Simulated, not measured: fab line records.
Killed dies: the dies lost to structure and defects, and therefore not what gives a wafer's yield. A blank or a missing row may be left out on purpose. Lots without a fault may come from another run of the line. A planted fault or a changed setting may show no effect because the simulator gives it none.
fab line records -- flow sky130
record: lots: 6, wafers: 18, lastDay: 50
route steps=708 shown VT_ADJUST_NCORE@128 VT_ADJUST_HVTR@131 PAD_OPEN@708
lots that met no fault: from a run of the same line without faults
startH: start of the lot's first displayed wafer, in hours after the record's first day -- waitH: hours since the lot's step before -- " identical to the entry in the row above -- L1.1+2: a row that stands for several wafers -- - no value, or no start was given -- * or withheld: withheld -- < > ~ a bound
route shown NAME@n: a module of which the file shows steps, and the number in the route of the first -- usual: mean/standard deviation taken from wafers without a fault -- same: alike in all rows -- chamber/n: place in a boat -- sites: each site's reading -- _std_site: how widely they spread, as a standard deviation -- _edge_site: inner sites' mean taken away from outer sites' mean -- radiusMm: for every site, how far away it sits from the centre of the wafer -- mask NAME#n: copy n -- behind: tool/chamber where the wafer was last shaped -- hold: reason for holding the lot/hours on hold/outcome of the hold -- device: the n, p or np transistor that did not switch -- end of line: tests run on the same wafers once the route is complete -- step lacking rows: just its recipe -- killed: count of dies lost to structure and defects at first sort (not the wafer's yield) -- map: shows each die of a wafer: x if killed, . if not, _ if none is there
set.NAME: the setting the step ran with; set.NAME@STEP: the setting that earlier step ran with -- model.NAME: the simulator's own value behind a step, which no gauge read
lots seen at some steps along the route; tables by step, rows by wafer
services: a tool's chamber out of use, with start hour (startH, from the record's first day; less than 0 if before it), hours out, and reason
== steps ==
step: SKY_VT_ADJUST_NCORE_IMPLANT_09
recipe: species: B, energyKev: 10, doseCm2: 2.4e+12, tiltDeg: withheld
step: SKY_VT_ADJUST_NCORE_STRIP_10
recipe: chemistry: O2/N2, powerW: 1400, pressureMtorr: 1500, platenTempC: withheld, o2FlowSccm: 3000, n2FlowSccm: 300, overashFraction: 0.5
usual: drypumpMotorCurrentA: 5.5/0.37, n2FlowSccm: 300.1/0.91, oesProductAu: 0.716/0.0048, stripTimeToEndpointS: 14.20/0.04
lot.wafer,tool,chamber,startH,waitH,drypumpMotorCurrentA,n2FlowSccm,oesProductAu,rfHoursCounterH,stripTimeToEndpointS
L581.1,plasmaAsher-03,1,191.16,0.1,5.7,300.1,0.714,6,14.13
L581.3,plasmaAsher-03,0,191.16,0.1,6.0,300.5,0.717,-,14.13
L581.6,plasmaAsher-03,1,191.16,0.1,5.7,300.7,0.719,-,14.15
L588.2,plasmaAsher-02,1,244.94,0.1,5.7,299.1,0.715,54,14.19
L588.3,plasmaAsher-02,0,244.94,0.1,4.9,298.2,0.710,-,14.20
L588.4,plasmaAsher-02,1,244.94,0.1,5.7,299.1,0.706,-,14.21
L590.2,plasmaAsher-04,1,260.23,0.1,5.6,301.7,0.704,58,14.15
L590.4,plasmaAsher-04,0,260.23,0.1,5.4,300.0,0.717,-,14.19
L590.6,plasmaAsher-04,0,260.23,0.1,5.4,299.6,0.723,-,14.15
L596.2,plasmaAsher-03,1,303.13,0.1,5.7,300.9,0.711,18,14.18
L596.4,plasmaAsher-03,0,303.13,0.1,6.0,300.3,0.721,-,14.21
L596.6,plasmaAsher-03,1,303.13,0.1,5.7,300.8,0.712,-,14.21
L601.3,plasmaAsher-02,1,339.03,0.1,5.7,299.6,0.706,-,14.17
L601.4,plasmaAsher-02,0,339.03,0.1,4.9,302.5,0.708,-,14.15
L601.6,plasmaAsher-02,0,339.03,0.1,4.9,300.7,0.714,-,14.16
L602.1,plasmaAsher-02,0,345.96,0.1,4.8,300.5,0.722,64,14.21
L602.2,plasmaAsher-02,1,345.96,0.1,5.7,300.8,0.717,64,14.22
L602.4,plasmaAsher-02,0,345.96,0.1,4.8,301.8,0.721,-,14.18
step: SKY_VT_ADJUST_NCORE_TW_MEAS_11
usual: VT_ADJUST_NCORE_TW: 219.1/1.7
lot.wafer,tool,chamber,startH,waitH,VT_ADJUST_NCORE_TW
L581.1,filmMetro-03,-,191.26,0.1,216.5
L581.3,filmMetro-03,-,191.26,0.1,216.9
L581.6,filmMetro-03,-,191.26,0.1,217.2
L588.2,filmMetro-01,-,245.05,0.1,221.1
L588.3,filmMetro-01,-,245.05,0.1,220.8
L588.4,filmMetro-01,-,245.05,0.1,221.2
L590.2,filmMetro-01,-,260.34,0.1,219.5
L590.4,filmMetro-01,-,260.34,0.1,221.7
L590.6,filmMetro-01,-,260.34,0.1,221.2
L596.2,filmMetro-03,-,303.24,0.1,218.7
L596.4,filmMetro-03,-,303.24,0.1,220.2
L596.6,filmMetro-03,-,303.24,0.1,218.0
L601.3,filmMetro-03,-,339.11,0.1,218.9
L601.4,filmMetro-03,-,339.11,0.1,218.5
L601.6,filmMetro-03,-,339.11,0.1,218.8
L602.1,filmMetro-03,-,346.06,0.1,218.5
L602.2,filmMetro-03,-,346.06,0.1,218.0
L602.4,filmMetro-03,-,346.06,0.1,218.5
step: SKY_VT_ADJUST_HVTR_DEHYDRATE_00
recipe: tempC: 200, timeS: 60
step: SKY_VT_ADJUST_HVTR_HMDS_01
recipe: primeTimeS: 60, primeTempC: 120
step: SKY_VT_ADJUST_HVTR_COAT_02
recipe: resist: NOVOLAK, spinRpm: 3000, resistThkNm: 1140
step: SKY_VT_ADJUST_HVTR_SOFTBAKE_03
recipe: tempC: 90, timeS: 60, resist: NOVOLAK
step: SKY_VT_ADJUST_HVTR_EXPOSE_04
recipe: maskId: HVTRM, targetCdNm: 380, na: 0.6, sourceShape: conventional, sigmaOuter: 0.6, doseMj: 150
step: SKY_VT_ADJUST_HVTR_PEB_05
recipe: tempC: withheld, timeS: *, resist: NOVOLAK
step: SKY_VT_ADJUST_HVTR_DEVELOP_06
recipe: developTimeS: 60, devTempC: 23
step: SKY_VT_ADJUST_HVTR_CD_MEAS_07
recipe: targetCdNm: 380
usual: cdNm: 379.5/2.1
lot.wafer,tool,chamber,startH,waitH,cdNm
L581.1,cdSem-01,-,212.05,0.1,377.6
L581.3,cdSem-01,-,212.05,0.1,377.9
L581.6,cdSem-01,-,212.05,0.1,376.9
L588.2,cdSem-01,-,268.65,0.1,381.0
L588.3,cdSem-01,-,268.65,0.1,382.2
L588.4,cdSem-01,-,268.65,0.1,380.6
L590.2,cdSem-01,-,284.31,0.1,378.7
L590.4,cdSem-01,-,284.31,0.1,379.2
L590.6,cdSem-01,-,284.31,0.1,382.3
L596.2,cdSem-01,-,329.15,0.1,381.1
L596.4,cdSem-01,-,329.15,0.1,380.4
L596.6,cdSem-01,-,329.15,0.1,380.1
L601.3,cdSem-02,-,366.89,0.1,381.4
L601.4,cdSem-02,-,366.89,0.1,379.0
L601.6,cdSem-02,-,366.89,0.1,379.0
L602.1,cdSem-01,-,374.29,0.1,379.0
L602.2,cdSem-01,-,374.29,0.1,378.2
L602.4,cdSem-01,-,374.29,0.1,378.7
step: SKY_VT_ADJUST_HVTR_OVL_MEAS_08
usual: VT_ADJUST_HVTR_OVL: -1.2/1.2
lot.wafer,tool,chamber,startH,waitH,VT_ADJUST_HVTR_OVL[nm]
L581.1,overlay-02,-,212.17,0.1,0.0
L581.3,overlay-02,-,212.17,0.1,-1.3
L581.6,overlay-02,-,212.17,0.1,-1.0
L588.2,overlay-01,-,268.75,0.1,-2.8
L588.3,overlay-01,-,268.75,0.1,-1.4
L588.4,overlay-01,-,268.75,0.1,-0.3
L590.2,overlay-01,-,284.41,0.1,0.4
L590.4,overlay-01,-,284.41,0.1,-0.4
L590.6,overlay-01,-,284.41,0.1,-1.3
L596.2,overlay-02,-,329.25,0.1,-0.7
L596.4,overlay-02,-,329.25,0.1,0.4
L596.6,overlay-02,-,329.25,0.1,-0.2
L601.3,overlay-02,-,366.98,0.1,-0.6
L601.4,overlay-02,-,366.98,0.1,-1.4
L601.6,overlay-02,-,366.98,0.1,-0.6
L602.1,overlay-02,-,374.41,0.1,3.0
L602.2,overlay-02,-,374.41,0.1,0.3
L602.4,overlay-02,-,374.41,0.1,-0.2
step: SKY_VT_ADJUST_HVTR_IMPLANT_09
recipe: species: B, energyKev: 10, doseCm2: 2.1e+12, tiltDeg: withheld
usual: beamEnergyKeV: 9.999/0.0035, doseIonsCm2: 2.0998e+12/2.1e+09, faradayCurrentUA: 11.83/0.24
lot.wafer,tool,chamber,startH,waitH,beamEnergyKeV,doseIonsCm2,faradayCurrentUA
L581.1,implanter-01,0,212.20,0.0,9.998,2.1e+12,11.96
L581.3,implanter-01,0,212.20,0.0,9.999,2.1004e+12,11.82
L581.6,implanter-01,0,212.20,0.0,9.996,2.0998e+12,11.73
L588.2,implanter-02,0,268.81,0.0,9.999,1.1977e+12,6.67
L588.3,implanter-02,0,268.81,0.0,9.999,1.1979e+12,6.81
L588.4,implanter-02,0,268.81,0.0,9.995,1.1982e+12,6.79
L590.2,implanter-02,0,284.47,0.0,10.009,1.1958e+12,6.91
L590.4,implanter-02,0,284.47,0.0,10.005,1.1944e+12,6.70
L590.6,implanter-02,0,284.47,0.0,10.002,1.1951e+12,6.69
L596.2,implanter-01,0,329.31,0.0,10.005,2.0991e+12,12.08
L596.4,implanter-01,0,329.31,0.0,9.999,2.0974e+12,11.62
L596.6,implanter-01,0,329.31,0.0,10.001,2.1012e+12,12.09
L601.3,implanter-03,0,367.05,0.1,9.997,2.1019e+12,12.10
L601.4,implanter-03,0,367.05,0.1,9.998,2.1021e+12,11.61
L601.6,implanter-03,0,367.05,0.1,9.993,2.1015e+12,11.54
L602.1,implanter-02,0,374.44,0.0,9.997,2.0972e+12,11.84
L602.2,implanter-02,0,374.44,0.0,10.005,2.0972e+12,11.66
L602.4,implanter-02,0,374.44,0.0,10.003,2.0972e+12,11.51
step: SKY_VT_ADJUST_HVTR_STRIP_10
recipe: chemistry: O2/N2, powerW: 1400, pressureMtorr: 1500, platenTempC: withheld, o2FlowSccm: 3000, n2FlowSccm: 300, overashFraction: 0.5
usual: drypumpMotorCurrentA: 5.6/0.51, n2FlowSccm: 299.9/0.83, oesProductAu: 0.715/0.0049, stripTimeToEndpointS: 14.19/0.04
lot.wafer,tool,chamber,startH,waitH,drypumpMotorCurrentA,n2FlowSccm,oesProductAu,rfHoursCounterH,stripTimeToEndpointS
L581.1,plasmaAsher-02,0,212.35,0.1,4.8,300.7,0.721,51,14.19
L581.3,plasmaAsher-02,0,212.35,0.1,4.8,299.3,0.714,-,14.23
L581.6,plasmaAsher-02,0,212.35,0.1,4.9,300.1,0.718,-,14.20
L588.2,plasmaAsher-04,0,268.93,0.1,5.4,300.0,0.722,59,14.24
L588.3,plasmaAsher-04,0,268.93,0.1,5.4,299.4,0.701,-,14.22
L588.4,plasmaAsher-04,1,268.93,0.1,5.6,300.2,0.716,-,14.19
L590.2,plasmaAsher-02,1,284.59,0.1,5.7,300.7,0.720,58,14.19
L590.4,plasmaAsher-02,1,284.59,0.1,5.7,301.9,0.707,-,14.14
L590.6,plasmaAsher-02,1,284.59,0.1,5.7,299.3,0.713,-,14.17
L596.2,plasmaAsher-01,1,329.43,0.1,6.3,299.5,0.717,53,14.18
L596.4,plasmaAsher-01,0,329.43,0.1,6.2,300.1,0.722,-,14.20
L596.6,plasmaAsher-01,0,329.43,0.1,6.2,298.7,0.715,-,14.21
L601.3,plasmaAsher-01,1,367.19,0.1,6.4,300.6,0.707,-,14.23
L601.4,plasmaAsher-01,0,367.19,0.1,6.2,299.1,0.716,-,14.27
L601.6,plasmaAsher-01,1,367.19,0.1,6.3,301.5,0.710,-,14.20
L602.1,plasmaAsher-04,1,374.59,0.1,5.6,299.0,0.714,70,14.16
L602.2,plasmaAsher-04,0,374.59,0.1,5.5,299.8,0.715,70,14.17
L602.4,plasmaAsher-04,1,374.59,0.1,5.6,300.3,0.722,-,14.20
step: SKY_VT_ADJUST_HVTR_TW_MEAS_11
usual: VT_ADJUST_HVTR_TW: 210.8/1.2
lot.wafer,tool,chamber,startH,waitH,hold,VT_ADJUST_HVTR_TW
L581.1,filmMetro-02,-,212.45,0.1,-,210.2
L581.3,filmMetro-02,-,212.45,0.1,-,210.7
L581.6,filmMetro-02,-,212.45,0.1,-,210.5
L588.2,filmMetro-04,-,269.04,0.1,awaitDispo/0.2h/release,181.4
L588.3,filmMetro-04,-,269.04,0.1,awaitDispo/0.2h/release,181.4
L588.4,filmMetro-04,-,269.04,0.1,awaitDispo/0.2h/release,180.8
L588.2,filmMetro-04,-,269.27,0.2,-,181.8
L588.3,filmMetro-04,-,269.27,0.2,-,181.7
L588.4,filmMetro-04,-,269.27,0.2,-,181.1
L590.2,filmMetro-02,-,284.70,0.1,awaitDispo/0.2h/release,177.8
L590.4,filmMetro-02,-,284.70,0.1,awaitDispo/0.2h/release,178.4
L590.6,filmMetro-02,-,284.70,0.1,awaitDispo/0.2h/release,178.8
L590.2,filmMetro-02,-,284.93,0.2,-,178.5
L590.4,filmMetro-02,-,284.93,0.2,-,179.8
L590.6,filmMetro-02,-,284.93,0.2,-,178.2
L596.2,filmMetro-02,-,329.54,0.1,-,210.5
L596.4,filmMetro-02,-,329.54,0.1,-,210.6
L596.6,filmMetro-02,-,329.54,0.1,-,212.0
L601.3,filmMetro-03,-,367.27,0.1,-,208.7
L601.4,filmMetro-03,-,367.27,0.1,-,209.3
L601.6,filmMetro-03,-,367.27,0.1,-,209.6
L602.1,filmMetro-02,-,374.69,0.1,-,211.1
L602.2,filmMetro-02,-,374.69,0.1,-,211.1
L602.4,filmMetro-02,-,374.69,0.1,-,211.1
step: SKY_PAD_OPEN_PROBE_99
usual: killed_at_M0_to_M3: 42/7.4, killed_at_M4_up: 3.3/2.1, killedAtContacts: 24/5.3, killedAtFrontEnd: 15/4.5, killedAtOther: 0.3/0.57, killedDies: 84/10, killedOpen: 46/7.5, killedShort: 38/6.4
same: grossDies: 492, killedAtBackSide: 0
lot.wafer,tool,chamber,startH,waitH,killed_at_M0_to_M3,killed_at_M4_up,killedAtContacts,killedAtFrontEnd,killedAtOther,killedDies,killedOpen,killedShort,model.etest.pfet_01v8_mvt.driveUaUm,model.etest.pfet_01v8_mvt.offLog10AUm,model.etest.pfet_01v8_mvt.vtSatV,model.etest.pfet_01v8_mvt.vtV,model.etest.pfet_01v8_mvt.vtLongV
L581.1,prober-02,-,1080.20,0.1,48,6,19,14,1,88,40,48,158.5,-10.21,-0.537,-0.6279,-0.8335
L581.3,prober-02,-,1080.30,0.2,39,1,25,21,0,86,48,38,157.4,-10.32,-0.5364,-0.6254,-0.8307
L581.6,prober-02,-,1080.45,0.2,39,7,15,16,0,77,41,36,158,-10.23,-0.5292,-0.6198,-0.8253
L588.2,prober-02,-,1126.95,0.1,48,3,21,7,0,79,40,39,133.8,-12.01,-0.6768,-0.7436,-0.9483
L588.3,prober-02,-,1127.00,0.2,31,2,29,17,0,79,46,33,135,-12.33,-0.6818,-0.7494,-0.9534
L588.4,prober-02,-,1127.05,0.2,50,1,18,18,0,87,45,42,135,-12.23,-0.6776,-0.7467,-0.9498
L590.2,prober-01,-,1142.46,0.1,41,8,36,22,0,107,65,42,132.5,-12.31,-0.7106,-0.7736,-0.9677
L590.4,prober-01,-,1142.56,0.2,42,4,22,6,0,74,45,29,135.1,-12.26,-0.6998,-0.7649,-0.9625
L590.6,prober-01,-,1142.66,0.2,52,1,22,16,0,91,51,40,132.8,-12.31,-0.7013,-0.7671,-0.9651
L596.2,prober-02,-,1170.32,0.1,43,2,22,18,0,85,43,40,151.9,-10.61,-0.5662,-0.6532,-0.8595
L596.4,prober-02,-,1170.42,0.2,48,1,22,9,0,80,40,40,151.8,-10.73,-0.5659,-0.6536,-0.862
L596.6,prober-02,-,1170.52,0.2,57,3,27,13,0,100,55,44,151.8,-10.67,-0.5702,-0.6572,-0.8623
L601.3,prober-01,-,1196.18,0.2,40,1,24,4,0,69,47,22,151.1,-11.08,-0.5848,-0.6709,-0.8743
L601.4,prober-01,-,1196.23,0.2,35,2,18,11,0,66,36,30,150.2,-10.92,-0.5797,-0.669,-0.8742
L601.6,prober-01,-,1196.33,0.2,38,5,21,15,0,79,37,42,151,-10.83,-0.573,-0.6598,-0.8664
L602.1,prober-02,-,1199.05,0.1,51,4,31,15,0,101,67,34,153.1,-10.14,-0.5351,-0.623,-0.8292
L602.2,prober-02,-,1199.10,0.1,49,2,16,19,0,86,47,38,153.6,-10.23,-0.54,-0.6252,-0.8312
L602.4,prober-02,-,1199.20,0.2,45,3,19,16,0,83,47,36,153.5,-10.01,-0.5316,-0.6195,-0.8268
killed by level:class
L581.1 CONTACT:geometricParticle:open=10 METAL1:geometricParticle:short=8 VIA3:geometricParticle:short=8 VIA2:geometricParticle:open=7 FIELD_ISO:geometricParticle:open=6 VIA1:geometricParticle:open=6 METAL2:geometricParticle:short=6 METAL4:geometricParticle:short=6
L581.3 CONTACT:geometricParticle:open=10 VIA1:geometricParticle:open=9 VIA2:geometricParticle:open=8 POLY_GATE:geometricParticle:short=7 FIELD_ISO:geometricParticle:open=6 LI_CONTACT:geometricParticle:open=6 CONTACT:geometricParticle:short=5 METAL1:geometricParticle:short=5
L581.6 VIA1:geometricParticle:open=11 CONTACT:geometricParticle:open=9 VIA1:geometricParticle:short=6 METAL2:geometricParticle:short=6 LI_CONTACT:geometricParticle:open=5 VIA3:geometricParticle:open=5 FIELD_ISO:geometricParticle:short=4 METAL4:geometricParticle:short=4
L588.2 METAL2:geometricParticle:short=11 VIA1:geometricParticle:open=9 CONTACT:geometricParticle:open=7 VIA2:geometricParticle:open=7 VIA3:geometricParticle:short=6 LI_CONTACT:geometricParticle:open=5 LOCAL_INTERCONNECT:geometricParticle:short=5 VIA3:geometricParticle:open=5
L588.3 LI_CONTACT:geometricParticle:open=9 CONTACT:geometricParticle:open=8 FIELD_ISO:geometricParticle:open=6 LOCAL_INTERCONNECT:geometricParticle:short=5 VIA2:geometricParticle:open=5 VIA3:geometricParticle:open=5 VIA1:geometricParticle:short=4 POLY_GATE:geometricParticle:short=4
L588.4 VIA1:geometricParticle:open=10 VIA3:geometricParticle:open=8 LI_CONTACT:geometricParticle:open=7 METAL1:geometricParticle:short=7 CONTACT:geometricParticle:open=6 VIA3:geometricParticle:short=5 FIELD_ISO:geometricParticle:short=4 METAL2:geometricParticle:short=4
L590.2 CONTACT:geometricParticle:open=14 LI_CONTACT:geometricParticle:open=13 VIA1:geometricParticle:open=10 VIA3:geometricParticle:open=8 FIELD_ISO:geometricParticle:short=6 METAL3:geometricParticle:short=6 METAL4:geometricParticle:short=6 POLY_GATE:geometricParticle:open=5
L590.4 VIA1:geometricParticle:open=13 LI_CONTACT:geometricParticle:open=8 VIA2:geometricParticle:short=8 CONTACT:geometricParticle:open=8 VIA3:geometricParticle:open=5 METAL2:geometricParticle:short=4 VIA2:geometricParticle:open=4 CONTACT:geometricParticle:short=3
L590.6 VIA1:geometricParticle:open=16 CONTACT:geometricParticle:open=9 VIA3:geometricParticle:short=7 VIA3:geometricParticle:open=6 POLY_GATE:geometricParticle:open=5 LOCAL_INTERCONNECT:geometricParticle:short=5 METAL1:geometricParticle:short=5 METAL2:geometricParticle:short=5
L596.2 CONTACT:geometricParticle:open=9 VIA1:geometricParticle:open=9 METAL1:geometricParticle:short=7 CONTACT:geometricParticle:short=6 VIA2:geometricParticle:open=6 VIA3:geometricParticle:open=6 FIELD_ISO:geometricParticle:open=5 FIELD_ISO:geometricParticle:short=4
L596.4 METAL1:geometricParticle:short=9 VIA1:geometricParticle:open=9 METAL2:geometricParticle:short=9 LI_CONTACT:geometricParticle:open=8 CONTACT:geometricParticle:open=6 VIA2:geometricParticle:open=5 VIA3:geometricParticle:open=5 VIA3:geometricParticle:short=4
L596.6 CONTACT:geometricParticle:open=11 VIA1:geometricParticle:open=10 VIA3:geometricParticle:open=10 LI_CONTACT:geometricParticle:open=8 VIA1:geometricParticle:short=6 METAL2:geometricParticle:short=6 VIA2:geometricParticle:open=5 METAL3:geometricParticle:short=5
L601.3 VIA1:geometricParticle:open=13 LI_CONTACT:geometricParticle:open=9 CONTACT:geometricParticle:open=6 VIA2:geometricParticle:open=6 VIA3:geometricParticle:open=6 METAL2:geometricParticle:short=5 CONTACT:geometricParticle:short=3 METAL1:geometricParticle:short=3
L601.4 VIA1:geometricParticle:open=11 METAL2:geometricParticle:short=6 FIELD_ISO:geometricParticle:short=4 LI_CONTACT:geometricParticle:open=4 CONTACT:geometricParticle:open=4 METAL1:geometricParticle:short=4 VIA2:geometricParticle:open=4 VIA3:geometricParticle:open=4
L601.6 VIA1:geometricParticle:open=11 METAL1:geometricParticle:short=8 CONTACT:geometricParticle:open=6 LOCAL_INTERCONNECT:geometricParticle:short=6 CONTACT:geometricParticle:short=6 POLY_GATE:geometricParticle:short=5 METAL2:geometricParticle:short=5 VIA3:geometricParticle:open=5
L602.1 CONTACT:geometricParticle:open=21 VIA1:geometricParticle:open=13 VIA1:geometricParticle:short=7 VIA2:geometricParticle:open=7 FIELD_ISO:geometricParticle:open=6 LI_CONTACT:geometricParticle:open=5 VIA3:geometricParticle:open=5 METAL1:geometricParticle:open=4
L602.2 VIA1:geometricParticle:open=10 VIA3:geometricParticle:open=10 METAL1:geometricParticle:short=8 FIELD_ISO:geometricParticle:open=6 VIA2:geometricParticle:open=6 VIA3:geometricParticle:short=6 FIELD_ISO:geometricParticle:short=5 LI_CONTACT:geometricParticle:open=5
L602.4 CONTACT:geometricParticle:open=11 VIA3:geometricParticle:open=10 POLY_GATE:geometricParticle:short=7 VIA1:geometricParticle:short=6 VIA2:geometricParticle:open=6 METAL1:geometricParticle:short=5 LI_CONTACT:geometricParticle:open=4 VIA1:geometricParticle:open=4
== services ==
tool,chamber,startH,hours,kind
implanter-03,-,182.22,4.0,repair
implanter-01,-,185.86,2.3,repair
implanter-01,-,189.56,1.5,repair
implanter-01,-,199.50,4.6,repair
implanter-01,-,205.82,2.4,repair
implanter-02,-,212.96,3.4,repair
implanter-03,-,235.34,3.6,pm
implanter-02,-,238.35,4.2,repair
implanter-01,-,246.41,2.1,repair
implanter-03,-,259.44,17.0,repair
implanter-01,-,309.73,3.2,repair
plasmaAsher-03,-,320.86,18.4,repair
implanter-01,-,324.21,3.2,pm
plasmaAsher-01,-,347.46,2.8,pm
plasmaAsher-03,-,355.12,1.9,repair
plasmaAsher-03,-,361.20,9.1,repair
plasmaAsher-03,-,364.92,0.4,repair
implanter-03,-,369.26,33.0,repair
implanter-01,-,370.01,2.0,repair
== key ==
firstSign: step: SKY_VT_ADJUST_HVTR_IMPLANT_09, reading: doseIonsCm2, direction: down, sigmas: 99+, usual: *, struck: *
effect: step: SKY_VT_ADJUST_HVTR_IMPLANT_09, reading: faradayCurrentUA, direction: down, sigmas: 21, usual: 11.83, struck: 6.76
effect: step: SKY_VT_ADJUST_HVTR_TW_MEAS_11, reading: visit, direction: added
effect: step: SKY_VT_ADJUST_HVTR_TW_MEAS_11, reading: VT_ADJUST_HVTR_TW, direction: down, sigmas: 25, usual: 210.8, struck: 179.8
modelEffect: step: SKY_PAD_OPEN_PROBE_99, value: etest.pfet_01v8_mvt.driveUaUm, without: 150.7, struck: 134
metAt SKY_VT_ADJUST_HVTR_IMPLANT_09
struckWafers L588.2,L588.3,L588.4,L590.2,L590.4,L590.6
testerLeftOut L588,L590
fault: kind: processParameterDrift, tool: implanter-02, chamber: -, onsetH: 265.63, steps: SKY_VT_ADJUST_HVTR_IMPLANT_09, channel: doseCm2, offset: *, shape: step, endH: 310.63, actsIn: *, stated: *
testerLeftOut: of these lots the tester's yield and bins aren't shown, on N5 and GAA mostly nor the transistor test; their killed dies are dies lost to structure and defects alone, not to doping, threshold or leakage, so they don't give the yield
